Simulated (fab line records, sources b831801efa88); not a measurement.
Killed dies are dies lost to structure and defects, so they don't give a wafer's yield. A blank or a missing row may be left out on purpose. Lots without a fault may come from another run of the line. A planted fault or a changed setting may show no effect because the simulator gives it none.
A struck lot beside a sound one | flow gf180mcu | 17 steps out of a route of 602
Sound: wafers L288.1, L288.5, L288.6. Struck: wafers L295.1, L295.5, L295.6. The cause comes at the end.
At each step with rows: each side's tool, then ch and its chambers, then its first start. Under that, the readings that differ: sound wafers | struck wafers | difference of the means | sigmas: that difference in standard deviations of wafers without a fault.
alike: readings whose means differ by less than 2 such deviations, and words and numbers that are the same on both sides. not compared: withheld readings, readings that some wafer has no value for, bounds like >300 that may hide the same value, and numbers for which the record gives no deviation and whose values overlap.
The two part at a step that has a row with sigmas, a row that says differs or no value, or rows on one side only. Numbers that don't overlap but have no deviation are shown without sigmas and don't part them. A reading that every wafer of one side lacks parts them only if that side has two wafers or more.

first, 1 step without rows for these wafers: GF_STI_OXIDATION_01 (stabilise 600 s, purge 300 s, target thk 10 nm).
GF_STI_THK_MEAS_02:
  sound on film_metro-01, day 1 12:13; struck on film_metro-03, day 2 22:31
  alike: STI_OXIDATION_THK
then, 1 step without rows for these wafers: GF_STI_CVD_03 (deposits Si3N4 from DCS/NH3, target thk 207.16 nm, time 3551 s).
GF_STI_THK_MEAS_04:
  sound on film_metro-03, day 1 15:11; struck on film_metro-02, day 3 00:34
  alike: STI_CVD_03_THK
then, 7 steps without rows for these wafers: GF_STI_DEHYDRATE_05 (time 60 s); GF_STI_HMDS_06 (prime time 60 s); GF_STI_COAT_07 (resist thk 700 nm); GF_STI_SOFTBAKE_08 (time 60 s); GF_STI_EXPOSE_09 (exposes mask COMP, target cd 220 nm); GF_STI_PEB_10 (peb time 90 s); GF_STI_DEVELOP_11 (develop time 60 s).
GF_STI_CD_MEAS_12: target cd 220 nm.
  sound on cd_sem-01, day 2 02:53; struck on cd_sem-02, day 3 13:14
  reading    | sound             | struck            | difference | sigmas
  cd_nm (nm) | 221.9 221.5 221.7 | 217.8 218.9 219.1 | -3.1       | -2
GF_STI_ETCH_13: etches the open film in CHF3/O2, stops on Si, target depth 282.31 nm, time 112.9 s.
  sound on rie_diel-03 ch 0,3, day 2 03:00; struck on rie_diel-04 ch 1,2, day 3 13:21
  reading                              | sound         | struck                  | difference | sigmas
  over_etch_frac                       | 0.3 0.3 0.3   | 0.25178 0.25178 0.25178 | -0.04822   |
  model.KrF_of_STI_COAT_07.thk_nm (nm) | 444 447.7 443 | 453.5 450 451.1         | +6.6       |
  alike: drypump_motor_current_A, oes_product_au, throttle_valve_pct
  not compared: rf_hours_counter_h
GF_STI_ETCH_14: etches Si in HBr/Cl2/O2, target depth 360 nm, time 102.9 s.
  sound on rie_si-01 ch 0,1,2, day 2 03:05; struck on rie_si-01 ch 0,1, day 3 13:26
  reading                              | sound             | struck            | difference | sigmas
  model.KrF_of_STI_COAT_07.thk_nm (nm) | 327.8 326.3 322.2 | 334.4 329.3 330.4 | +5.9       |
  alike: drypump_motor_current_A, oes_product_au, throttle_valve_pct
  not compared: rf_hours_counter_h
GF_STI_STRIP_15: strips in O2/N2.
  sound on plasma_asher-02 ch 0,1, day 2 03:09; struck on plasma_asher-01 ch 0,1, day 3 13:30
  alike: drypump_motor_current_A, heater_power_w, oes_product_au, strip_time_to_endpoint_s
  not compared: rf_hours_counter_h
then, 2 steps without rows for these wafers: GF_STI_CLEAN_16 (cleans in dHF, time 25 s); GF_PASSIVATION_PROBE_99.

WHERE THEY PART
Only at GF_STI_CD_MEAS_12, within this record. Later steps at which nothing parts them and some readings are alike: GF_STI_ETCH_13, GF_STI_ETCH_14, GF_STI_STRIP_15.

WHY: what the simulator had put in
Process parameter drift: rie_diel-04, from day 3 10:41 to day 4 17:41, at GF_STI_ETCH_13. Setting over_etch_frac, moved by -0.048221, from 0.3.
